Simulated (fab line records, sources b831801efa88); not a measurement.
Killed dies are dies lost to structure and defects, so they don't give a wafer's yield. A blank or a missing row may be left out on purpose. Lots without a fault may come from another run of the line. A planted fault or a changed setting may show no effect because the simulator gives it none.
Chamber matching | flow sky130 | SKY_VIA2_ETCH_15 on rie_diel-01: 4 sister chambers
The step etches SiO2 in C4F8/O2/Ar, stops on TiN, target depth 546 nm, time 84 s. 18 wafers are shown with their chamber, then 9 later ones without.

WAFERS WITH THEIR CHAMBER
wafer  | chamber | oes_product_au (a.u.) | chamber_pressure_mTorr (mTorr)
L074.1 | 0       | 0.952                 | 39.99
L074.4 | 2       | 0.944                 | 39.98
L074.5 | 2       | 0.941                 | 39.99
L077.1 | 0       | 0.935                 | 40.04
L077.2 | 1       | 0.936                 | 39.95
L077.6 | 0       | 0.936                 | 40.01
L078.3 | 2       | 0.944                 | 39.96
L078.4 | 1       | 0.933                 | 40.04
L078.5 | 3       | 0.939                 | 40.06
L080.1 | 3       | 0.946                 | 39.98
L080.3 | 1       | 0.944                 | 39.98
L080.4 | 2       | 0.940                 | 40.04
L085.3 | 0       | 0.934                 | 40.01
L085.4 | 0       | 0.945                 | 39.98
L085.5 | 1       | 0.936                 | 40.00
L090.1 | 3       | 0.953                 | 40.02
L090.2 | 0       | 0.941                 | 40.00
L090.5 | 0       | 0.936                 | 39.97

SIGNATURES (means of the wafers above)
reading                | chamber 0 | chamber 1 | chamber 2 | chamber 3 | scatter within a chamber
oes_product_au         | 0.93986   | 0.93725   | 0.94225   | 0.94600   | 0.00561
chamber_pressure_mTorr | 40.0000   | 39.9925   | 39.9925   | 40.0200   | 0.0318
Rule: a wafer's distance from a chamber is the root of the sum, over the readings, of the square of ((its reading less the chamber's mean) divided by the reading's scatter). The wafer belongs to the nearest chamber; if the next one is less than 2 further off, it can't be placed. The scatter: the root of (the sum of the squares of (reading less its chamber's mean) over the shown wafers, divided by (wafers less chambers)).

WAFERS WITHOUT THEIR CHAMBER
wafer  | oes_product_au (a.u.) | chamber_pressure_mTorr (mTorr)
L092.1 | 0.938                 | 40.00
L092.2 | 0.940                 | 39.96
L092.5 | 0.942                 | 40.00
L096.1 | 0.945                 | 40.04
L096.3 | 0.932                 | 40.01
L096.6 | 0.930                 | 39.97
L097.2 | 0.945                 | 40.07
L097.3 | 0.940                 | 40.05
L097.4 | 0.941                 | 40.02

WHICH CHAMBER EACH WENT THROUGH
wafer  | from the rows above               | in truth
L092.1 | can't be placed: 1 or 0 or 2 or 3 | 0
L092.2 | can't be placed: 2 or 1 or 0 or 3 | 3
L092.5 | can't be placed: 2 or 0 or 1 or 3 | 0
L096.1 | can't be placed: 3 or 0 or 2 or 1 | 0
L096.3 | can't be placed: 1 or 0 or 2 or 3 | 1
L096.6 | can't be placed: 1 or 0 or 2 or 3 | 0
L097.2 | can't be placed: 3 or 0 or 2 or 1 | 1
L097.3 | can't be placed: 3 or 0 or 2 or 1 | 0
L097.4 | can't be placed: 0 or 3 or 2 or 1 | 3
Placed correctly: 0 of 9. Can't be placed from these rows: 9 (the true chamber is among the candidates in 9). Placed wrongly: 0.
